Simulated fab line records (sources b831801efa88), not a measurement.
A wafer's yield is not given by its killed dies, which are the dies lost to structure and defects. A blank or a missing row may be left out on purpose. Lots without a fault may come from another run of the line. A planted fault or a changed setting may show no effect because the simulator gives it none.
Which tool is to blame? / flow sky130 / Sampling: 24 lots, 72 wafers, 6 of 708 route steps

## WHAT EACH GAUGE READ, for each wafer
SKY_DNWELL_TW_MEAS_09. Usual: DNWELL_TW gives 1101 (standard deviation 10).
lot=L074; measured=day 3 01:44; on=film_metro-01; DNWELL_TW=1098 1091 1101; flag=
lot=L075; measured=day 3 07:02; on=film_metro-01; DNWELL_TW=1093 1095 1095; flag=
lot=L076; measured=day 3 12:29; on=film_metro-01; DNWELL_TW=1096 1098 1106; flag=
lot=L077; measured=day 3 18:55; on=film_metro-02; DNWELL_TW=1117 1116 1116; flag=
lot=L078; measured=day 4 00:51; on=film_metro-02; DNWELL_TW=1124 1121 1131; flag=
lot=L079; measured=day 4 04:56; on=film_metro-04; DNWELL_TW=1100 1098 1100; flag=
lot=L080; measured=day 4 11:56; on=film_metro-04; DNWELL_TW=1104 1101 1102; flag=
lot=L081; measured=day 4 18:19; on=film_metro-02; DNWELL_TW=1112 1113 1110; flag=
lot=L082; measured=day 4 19:11; on=film_metro-02; DNWELL_TW=1114 1118 1108; flag=
lot=L083; measured=day 5 13:55; on=film_metro-04; DNWELL_TW=1102 1098 1094; flag=
lot=L084; measured=day 5 17:14; on=film_metro-01; DNWELL_TW=1081 1081 1084; flag=
lot=L085; measured=day 5 17:18; on=film_metro-04; DNWELL_TW=1102 1105 1113; flag=
lot=L086; measured=day 5 22:45; on=film_metro-04; DNWELL_TW=1107 1107 1103; flag=
lot=L087; measured=day 6 03:13; on=film_metro-04; DNWELL_TW=1106 1108 1105; flag=
lot=L088; measured=day 6 05:54; on=film_metro-01; DNWELL_TW=1100 1103 1103; flag=
lot=L089; measured=day 6 10:02; on=film_metro-02; DNWELL_TW=1109 1114 1120; flag=
lot=L090; measured=day 6 15:08; on=film_metro-01; DNWELL_TW=1095 1090 1093; flag=
lot=L091; measured=day 7 00:58; on=film_metro-02; DNWELL_TW=1103 1101 1105; flag=
lot=L092; measured=day 7 05:17; on=film_metro-02; DNWELL_TW=1106 1101 1105; flag=
lot=L093; measured=day 7 10:19; on=film_metro-01; DNWELL_TW=1083 1081 1089; flag=
lot=L094; measured=day 7 16:08; on=film_metro-04; DNWELL_TW=1096 1099 1091; flag=
lot=L095; measured=day 7 23:03; on=film_metro-04; DNWELL_TW=1097 1096 1099; flag=
lot=L096; measured=day 8 03:16; on=film_metro-04; DNWELL_TW=1092 1085 1090; flag=
lot=L097; measured=day 8 09:29; on=film_metro-01; DNWELL_TW=1097 1090 1100; flag=

SKY_METAL1_RS_MEAS_05: uses a four-point probe to measure. Usual: METAL1_ALCU_RS gives 0.1272 ohm/sq (standard deviation 0.002).
lot=L074; measured=day 30 20:22; on=film_metro-02; METAL1_ALCU_RS (ohm/sq)=0.1285 0.1272 0.1283; flag=
lot=L075; measured=day 31 13:43; on=film_metro-01; METAL1_ALCU_RS (ohm/sq)=0.1291 0.1296 0.1307; flag=
lot=L076; measured=day 32 03:38; on=film_metro-01; METAL1_ALCU_RS (ohm/sq)=0.1262 0.1262 0.1275; flag=
lot=L077; measured=day 32 06:19; on=film_metro-02; METAL1_ALCU_RS (ohm/sq)=0.1267 0.1280 0.1248; flag=
lot=L078; measured=day 32 14:23; on=film_metro-02; METAL1_ALCU_RS (ohm/sq)=0.1259 0.1281 0.1292; flag=
lot=L079; measured=day 33 05:29; on=film_metro-02; METAL1_ALCU_RS (ohm/sq)=0.1245 0.1242 0.1241; flag=
lot=L080; measured=day 33 21:34; on=film_metro-02; METAL1_ALCU_RS (ohm/sq)=0.1248 0.1250 0.1268; flag=
lot=L081; measured=day 33 22:27; on=film_metro-02; METAL1_ALCU_RS (ohm/sq)=0.1225 0.1258 0.1256; flag=
lot=L082; measured=day 34 01:17; on=film_metro-01; METAL1_ALCU_RS (ohm/sq)=0.1263 0.1309 0.1266; flag=
lot=L083; measured=day 35 04:27; on=film_metro-01; METAL1_ALCU_RS (ohm/sq)=0.1245 0.1246 0.1234; flag=
lot=L084; measured=day 35 09:55; on=film_metro-01; METAL1_ALCU_RS (ohm/sq)=0.1278 0.1272 0.1264; flag=
lot=L085; measured=day 35 10:42; on=film_metro-02; METAL1_ALCU_RS (ohm/sq)=0.1261 0.1318 0.1277; flag=
lot=L086; measured=day 36 00:23; on=film_metro-01; METAL1_ALCU_RS (ohm/sq)=0.1280 0.1282 0.1278; flag=
lot=L087; measured=day 35 19:49; on=film_metro-02; METAL1_ALCU_RS (ohm/sq)=0.1292 0.1289 0.1263; flag=
lot=L088; measured=day 36 01:34; on=film_metro-04; METAL1_ALCU_RS (ohm/sq)=0.1266 0.1271 0.1274; flag=
lot=L089; measured=day 36 12:16; on=film_metro-01; METAL1_ALCU_RS (ohm/sq)=0.1254 0.1250 0.1255; flag=
lot=L090; measured=day 36 20:09; on=film_metro-04; METAL1_ALCU_RS (ohm/sq)=0.1280 0.1317 0.1297; flag=
lot=L091; measured=day 37 08:44; on=film_metro-02; METAL1_ALCU_RS (ohm/sq)=0.1284 0.1273 0.1253; flag=
lot=L092; measured=day 37 16:19; on=film_metro-01; METAL1_ALCU_RS (ohm/sq)=0.1276 0.1247 0.1270; flag=
lot=L093; measured=day 37 18:34; on=film_metro-02; METAL1_ALCU_RS (ohm/sq)=0.1292 0.1254 0.1250; flag=
lot=L094; measured=day 38 00:14; on=film_metro-01; METAL1_ALCU_RS (ohm/sq)=0.1276 0.1285 0.1296; flag=
lot=L095; measured=day 38 08:02; on=film_metro-02; METAL1_ALCU_RS (ohm/sq)=0.1296 0.1288 0.1279; flag=
lot=L096; measured=day 38 15:15; on=film_metro-01; METAL1_ALCU_RS (ohm/sq)=0.1269 0.1278 0.1260; flag=
lot=L097; measured=day 39 00:03; on=film_metro-04; METAL1_ALCU_RS (ohm/sq)=0.1269 0.1262 0.1313; flag=

SKY_VIA1_BOW_MEAS_03. Usual: VIA1_BOW gives 80 um (standard deviation 7.2).
lot=L074; measured=day 32 02:12; on=film_metro-01; VIA1_BOW (um)=83 78 76; flag=
lot=L075; measured=day 32 19:40; on=film_metro-04; VIA1_BOW (um)=88 85 82; flag=
lot=L076; measured=day 33 09:25; on=film_metro-04; VIA1_BOW (um)=77 85 69; flag=
lot=L077; measured=day 33 10:51; on=film_metro-01; VIA1_BOW (um)=86 86 83; flag=
lot=L078; measured=day 33 18:53; on=film_metro-03; VIA1_BOW (um)=82 81 84; flag=
lot=L079; measured=day 34 10:42; on=film_metro-04; VIA1_BOW (um)=91 87 79; flag=
lot=L080; measured=day 35 02:11; on=film_metro-01; VIA1_BOW (um)=71 70 71; flag=
lot=L081; measured=day 35 03:56; on=film_metro-04; VIA1_BOW (um)=85 75 71; flag=
lot=L082; measured=day 35 06:32; on=film_metro-03; VIA1_BOW (um)=80 64 77; flag=
lot=L083; measured=day 36 09:50; on=film_metro-03; VIA1_BOW (um)=80 75 91; flag=
lot=L084; measured=day 36 15:27; on=film_metro-01; VIA1_BOW (um)=87 76 74; flag=
lot=L085; measured=day 36 16:37; on=film_metro-01; VIA1_BOW (um)=83 87 92; flag=
lot=L086; measured=day 37 06:51; on=film_metro-03; VIA1_BOW (um)=56 75 79; flag=
lot=L087; measured=day 37 01:35; on=film_metro-01; VIA1_BOW (um)=74 84 83; flag=
lot=L088; measured=day 37 07:06; on=film_metro-03; VIA1_BOW (um)=88 73 86; flag=
lot=L089; measured=day 37 17:20; on=film_metro-01; VIA1_BOW (um)=81 80 74; flag=
lot=L090; measured=day 38 01:01; on=film_metro-01; VIA1_BOW (um)=59 77 82; flag=
lot=L091; measured=day 38 12:38; on=film_metro-01; VIA1_BOW (um)=81 81 84; flag=
lot=L092; measured=day 38 19:50; on=film_metro-04; VIA1_BOW (um)=96 94 82; flag=
lot=L093; measured=day 38 21:36; on=film_metro-01; VIA1_BOW (um)=87 79 85; flag=
lot=L094; measured=day 39 02:53; on=film_metro-01; VIA1_BOW (um)=80 79 82; flag=
lot=L095; measured=day 39 09:40; on=film_metro-01; VIA1_BOW (um)=94 77 79; flag=
lot=L096; measured=day 39 17:58; on=film_metro-04; VIA1_BOW (um)=77 80 82; flag=
lot=L097; measured=day 40 02:15; on=film_metro-04; VIA1_BOW (um)=74 69 81; flag=

SKY_METAL2_THK_MEAS_06: measures by xrf. Usual: METAL2_ALCU_THK gives 248 nm (standard deviation 3.1).
lot=L074; measured=day 33 07:25; on=film_metro-03; METAL2_ALCU_THK (nm)=241 243 246; flag=
lot=L075; measured=day 34 00:09; on=film_metro-03; METAL2_ALCU_THK (nm)=248 250 244; flag=
lot=L076; measured=day 34 14:09; on=film_metro-03; METAL2_ALCU_THK (nm)=249 247 249; flag=
lot=L077; measured=day 34 16:05; on=film_metro-02; METAL2_ALCU_THK (nm)=251 246 251; flag=
lot=L078; measured=day 34 23:37; on=film_metro-04; METAL2_ALCU_THK (nm)=244 244 245; flag=
lot=L079; measured=day 35 15:50; on=film_metro-03; METAL2_ALCU_THK (nm)=243 242 245; flag=
lot=L080; measured=day 36 08:02; on=film_metro-04; METAL2_ALCU_THK (nm)=249 250 247; flag=
lot=L081; measured=day 36 09:22; on=film_metro-02; METAL2_ALCU_THK (nm)=252 246 251; flag=
lot=L082; measured=day 36 12:41; on=film_metro-02; METAL2_ALCU_THK (nm)=246 249 247; flag=
lot=L083; measured=day 37 16:05; on=film_metro-02; METAL2_ALCU_THK (nm)=246 252 247; flag=
lot=L084; measured=day 37 21:08; on=film_metro-02; METAL2_ALCU_THK (nm)=246 247 247; flag=
lot=L085; measured=day 37 21:42; on=film_metro-03; METAL2_ALCU_THK (nm)=249 246 249; flag=
lot=L086; measured=day 38 10:44; on=film_metro-04; METAL2_ALCU_THK (nm)=247 244 247; flag=
lot=L087; measured=day 38 06:07; on=film_metro-02; METAL2_ALCU_THK (nm)=249 253 247; flag=
lot=L088; measured=day 38 11:02; on=film_metro-02; METAL2_ALCU_THK (nm)=247 252 248; flag=
lot=L089; measured=day 38 21:34; on=film_metro-04; METAL2_ALCU_THK (nm)=255 247 250; flag=
lot=L090; measured=day 39 04:22; on=film_metro-04; METAL2_ALCU_THK (nm)=245 248 250; flag=
lot=L091; measured=day 39 16:01; on=film_metro-03; METAL2_ALCU_THK (nm)=248 244 251; flag=
lot=L092; measured=day 39 22:16; on=film_metro-02; METAL2_ALCU_THK (nm)=242 241 246; flag=
lot=L093; measured=day 39 23:50; on=film_metro-02; METAL2_ALCU_THK (nm)=250 246 246; flag=
lot=L094; measured=day 40 05:01; on=film_metro-02; METAL2_ALCU_THK (nm)=250 249 252; flag=
lot=L095; measured=day 40 12:13; on=film_metro-03; METAL2_ALCU_THK (nm)=243 248 243; flag=
lot=L096; measured=day 40 19:51; on=film_metro-03; METAL2_ALCU_THK (nm)=253 245 250; flag=
lot=L097; measured=day 41 04:16; on=film_metro-04; METAL2_ALCU_THK (nm)=254 253 256; flag=

## WHICH TOOL RAN EACH LOT (tool, then ch and the chambers of the sampled wafers, then the start)
lot=L074; SKY_LDD_HVN_STRIP_09=plasma_asher-04 ch 0,1, day 19 18:49; SKY_VIA1_SPUTTER_20=pvd_sputter-01, day 33 06:31
lot=L075; SKY_LDD_HVN_STRIP_09=plasma_asher-01 ch 0, day 20 12:55; SKY_VIA1_SPUTTER_20=pvd_sputter-03, day 33 23:16
lot=L076; SKY_LDD_HVN_STRIP_09=plasma_asher-03 ch 0,1, day 21 03:13; SKY_VIA1_SPUTTER_20=pvd_sputter-04, day 34 13:15
lot=L077; SKY_LDD_HVN_STRIP_09=plasma_asher-03 ch 0,1, day 21 07:42; SKY_VIA1_SPUTTER_20=pvd_sputter-01, day 34 15:10
lot=L078; SKY_LDD_HVN_STRIP_09=plasma_asher-03 ch 0,1, day 21 18:02; SKY_VIA1_SPUTTER_20=pvd_sputter-04, day 34 22:40
lot=L079; SKY_LDD_HVN_STRIP_09=plasma_asher-04 ch 0,1, day 22 08:22; SKY_VIA1_SPUTTER_20=pvd_sputter-01, day 35 14:52
lot=L080; SKY_LDD_HVN_STRIP_09=plasma_asher-03 ch 0,1, day 23 01:41; SKY_VIA1_SPUTTER_20=pvd_sputter-03, day 36 07:08
lot=L081; SKY_LDD_HVN_STRIP_09=plasma_asher-04 ch 0,1, day 23 06:49; SKY_VIA1_SPUTTER_20=pvd_sputter-04, day 36 08:28
lot=L082; SKY_LDD_HVN_STRIP_09=plasma_asher-03 ch 1, day 23 09:31; SKY_VIA1_SPUTTER_20=pvd_sputter-01, day 36 11:43
lot=L083; SKY_LDD_HVN_STRIP_09=plasma_asher-01 ch 0,1, day 24 11:46; SKY_VIA1_SPUTTER_20=pvd_sputter-03, day 37 15:11
lot=L084; SKY_LDD_HVN_STRIP_09=plasma_asher-04 ch 0,1, day 24 17:16; SKY_VIA1_SPUTTER_20=pvd_sputter-03, day 37 20:14
lot=L085; SKY_LDD_HVN_STRIP_09=plasma_asher-03 ch 0,1, day 24 20:37; SKY_VIA1_SPUTTER_20=pvd_sputter-04, day 37 20:48
lot=L086; SKY_LDD_HVN_STRIP_09=plasma_asher-03 ch 0, day 25 08:19; SKY_VIA1_SPUTTER_20=pvd_sputter-04, day 38 09:49
lot=L087; SKY_LDD_HVN_STRIP_09=plasma_asher-01 ch 0,1, day 25 06:51; SKY_VIA1_SPUTTER_20=pvd_sputter-04, day 38 05:09
lot=L088; SKY_LDD_HVN_STRIP_09=plasma_asher-03 ch 0,1, day 25 10:04; SKY_VIA1_SPUTTER_20=pvd_sputter-03, day 38 10:08
lot=L089; SKY_LDD_HVN_STRIP_09=plasma_asher-03 ch 0,1, day 25 21:07; SKY_VIA1_SPUTTER_20=pvd_sputter-03, day 38 19:34
lot=L090; SKY_LDD_HVN_STRIP_09=plasma_asher-03 ch 0,1, day 26 03:10; SKY_VIA1_SPUTTER_20=pvd_sputter-03, day 39 03:13
lot=L091; SKY_LDD_HVN_STRIP_09=plasma_asher-01 ch 0,1, day 26 17:11; SKY_VIA1_SPUTTER_20=pvd_sputter-04, day 39 15:07
lot=L092; SKY_LDD_HVN_STRIP_09=plasma_asher-03 ch 0,1, day 27 01:46; SKY_VIA1_SPUTTER_20=pvd_sputter-04, day 39 21:22
lot=L093; SKY_LDD_HVN_STRIP_09=plasma_asher-01 ch 0,1, day 27 02:31; SKY_VIA1_SPUTTER_20=pvd_sputter-03, day 39 22:56
lot=L094; SKY_LDD_HVN_STRIP_09=plasma_asher-01 ch 0,1, day 27 09:04; SKY_VIA1_SPUTTER_20=pvd_sputter-04, day 40 04:07
lot=L095; SKY_LDD_HVN_STRIP_09=plasma_asher-01 ch 0,1, day 27 16:55; SKY_VIA1_SPUTTER_20=pvd_sputter-03, day 40 11:19
lot=L096; SKY_LDD_HVN_STRIP_09=plasma_asher-04 ch 0,1, day 28 02:34; SKY_VIA1_SPUTTER_20=pvd_sputter-04, day 40 18:57
lot=L097; SKY_LDD_HVN_STRIP_09=plasma_asher-03 ch 0,1, day 28 10:40; SKY_VIA1_SPUTTER_20=pvd_sputter-01, day 41 03:22
- SKY_LDD_HVN_STRIP_09: strips in O2/N2.
- SKY_VIA1_SPUTTER_20: material TiN, target thk 20 nm, time 80 s.

## AS READ BY THE TOOLS THEMSELVES (means over the sampled wafers that have a number; for cases with no such wafer, the mark the record gives instead)
SKY_LDD_HVN_STRIP_09. Usual: drypump_motor_current_A 5.6 A, standard deviation 0.47; oes_product_au 0.408 a.u., standard deviation 0.0051; strip_time_to_endpoint_s 4.137 s, standard deviation 0.019.
lot=L074; tool=plasma_asher-04; drypump_motor_current_A (A)=5.8; oes_product_au (a.u.)=0.403; strip_time_to_endpoint_s (s)=4.106; flag=
lot=L075; tool=plasma_asher-01; drypump_motor_current_A (A)=5.2; oes_product_au (a.u.)=0.408; strip_time_to_endpoint_s (s)=4.157; flag=
lot=L076; tool=plasma_asher-03; drypump_motor_current_A (A)=5.6; oes_product_au (a.u.)=0.412; strip_time_to_endpoint_s (s)=4.144; flag=
lot=L077; tool=plasma_asher-03; drypump_motor_current_A (A)=5.5; oes_product_au (a.u.)=0.409; strip_time_to_endpoint_s (s)=4.130; flag=
lot=L078; tool=plasma_asher-03; drypump_motor_current_A (A)=5.5; oes_product_au (a.u.)=0.406; strip_time_to_endpoint_s (s)=4.164; flag=
lot=L079; tool=plasma_asher-04; drypump_motor_current_A (A)=6.3; oes_product_au (a.u.)=0.408; strip_time_to_endpoint_s (s)=4.134; flag=
lot=L080; tool=plasma_asher-03; drypump_motor_current_A (A)=5.5; oes_product_au (a.u.)=0.404; strip_time_to_endpoint_s (s)=4.134; flag=
lot=L081; tool=plasma_asher-04; drypump_motor_current_A (A)=6.3; oes_product_au (a.u.)=0.410; strip_time_to_endpoint_s (s)=4.123; flag=
lot=L082; tool=plasma_asher-03; drypump_motor_current_A (A)=5.3; oes_product_au (a.u.)=0.409; strip_time_to_endpoint_s (s)=4.138; flag=
lot=L083; tool=plasma_asher-01; drypump_motor_current_A (A)=5.4; oes_product_au (a.u.)=0.406; strip_time_to_endpoint_s (s)=4.106; flag=
lot=L084; tool=plasma_asher-04; drypump_motor_current_A (A)=6.3; oes_product_au (a.u.)=0.410; strip_time_to_endpoint_s (s)=4.139; flag=
lot=L085; tool=plasma_asher-03; drypump_motor_current_A (A)=5.5; oes_product_au (a.u.)=0.409; strip_time_to_endpoint_s (s)=4.157; flag=
lot=L086; tool=plasma_asher-03; drypump_motor_current_A (A)=5.8; oes_product_au (a.u.)=0.406; strip_time_to_endpoint_s (s)=4.130; flag=
lot=L087; tool=plasma_asher-01; drypump_motor_current_A (A)=5.3; oes_product_au (a.u.)=0.410; strip_time_to_endpoint_s (s)=4.132; flag=
lot=L088; tool=plasma_asher-03; drypump_motor_current_A (A)=5.5; oes_product_au (a.u.)=0.410; strip_time_to_endpoint_s (s)=4.146; flag=
lot=L089; tool=plasma_asher-03; drypump_motor_current_A (A)=5.6; oes_product_au (a.u.)=0.414; strip_time_to_endpoint_s (s)=4.162; flag=
lot=L090; tool=plasma_asher-03; drypump_motor_current_A (A)=5.6; oes_product_au (a.u.)=0.410; strip_time_to_endpoint_s (s)=4.142; flag=
lot=L091; tool=plasma_asher-01; drypump_motor_current_A (A)=5.3; oes_product_au (a.u.)=0.412; strip_time_to_endpoint_s (s)=4.132; flag=
lot=L092; tool=plasma_asher-03; drypump_motor_current_A (A)=5.5; oes_product_au (a.u.)=0.404; strip_time_to_endpoint_s (s)=4.152; flag=
lot=L093; tool=plasma_asher-01; drypump_motor_current_A (A)=5.3; oes_product_au (a.u.)=0.406; strip_time_to_endpoint_s (s)=4.136; flag=
lot=L094; tool=plasma_asher-01; drypump_motor_current_A (A)=5.3; oes_product_au (a.u.)=0.405; strip_time_to_endpoint_s (s)=4.117; flag=
lot=L095; tool=plasma_asher-01; drypump_motor_current_A (A)=5.3; oes_product_au (a.u.)=0.412; strip_time_to_endpoint_s (s)=4.159; flag=
lot=L096; tool=plasma_asher-04; drypump_motor_current_A (A)=5.8; oes_product_au (a.u.)=0.406; strip_time_to_endpoint_s (s)=4.120; flag=
lot=L097; tool=plasma_asher-03; drypump_motor_current_A (A)=5.5; oes_product_au (a.u.)=0.407; strip_time_to_endpoint_s (s)=4.135; flag=

SKY_VIA1_SPUTTER_20. Usual: 29.7 % for throttle_valve_pct, sd 1.4.
lot=L074; tool=pvd_sputter-01; throttle_valve_pct (%)=30.3; flag=
lot=L075; tool=pvd_sputter-03; throttle_valve_pct (%)=29.1; flag=
lot=L076; tool=pvd_sputter-04; throttle_valve_pct (%)=30.3; flag=
lot=L077; tool=pvd_sputter-01; throttle_valve_pct (%)=30.0; flag=
lot=L078; tool=pvd_sputter-04; throttle_valve_pct (%)=29.3; flag=
lot=L079; tool=pvd_sputter-01; throttle_valve_pct (%)=30.3; flag=
lot=L080; tool=pvd_sputter-03; throttle_valve_pct (%)=29.2; flag=
lot=L081; tool=pvd_sputter-04; throttle_valve_pct (%)=30.4; flag=
lot=L082; tool=pvd_sputter-01; throttle_valve_pct (%)=30.6; flag=
lot=L083; tool=pvd_sputter-03; throttle_valve_pct (%)=29.1; flag=
lot=L084; tool=pvd_sputter-03; throttle_valve_pct (%)=29.3; flag=
lot=L085; tool=pvd_sputter-04; throttle_valve_pct (%)=30.3; flag=
lot=L086; tool=pvd_sputter-04; throttle_valve_pct (%)=29.4; flag=
lot=L087; tool=pvd_sputter-04; throttle_valve_pct (%)=29.3; flag=
lot=L088; tool=pvd_sputter-03; throttle_valve_pct (%)=28.9; flag=
lot=L089; tool=pvd_sputter-03; throttle_valve_pct (%)=29.0; flag=
lot=L090; tool=pvd_sputter-03; throttle_valve_pct (%)=30.5; flag=
lot=L091; tool=pvd_sputter-04; throttle_valve_pct (%)=29.8; flag=
lot=L092; tool=pvd_sputter-04; throttle_valve_pct (%)=30.3; flag=
lot=L093; tool=pvd_sputter-03; throttle_valve_pct (%)=29.2; flag=
lot=L094; tool=pvd_sputter-04; throttle_valve_pct (%)=29.6; flag=
lot=L095; tool=pvd_sputter-03; throttle_valve_pct (%)=30.3; flag=
lot=L096; tool=pvd_sputter-04; throttle_valve_pct (%)=29.6; flag=
lot=L097; tool=pvd_sputter-01; throttle_valve_pct (%)=29.4; flag=

## THE ANSWER, worked out from the rows above alone
Rule: lot off if the mean of its wafers having a number is beyond 3 standard deviations from the usual mean. Also off: a lot with no number at a reading for which 4 or more lots have one. All remaining lots with rows at the step are treated as sound. After the gauges, taken in route order, come the tools' own readings; for these a lot's mean is taken, as printed above. The first step at which some lot is off is used, and at that step the reading that is off furthest; a lot without a number counts as furthest.
None of the lots is off at any reading shown; this tells nothing.

## WHAT THE SIMULATOR PUT IN
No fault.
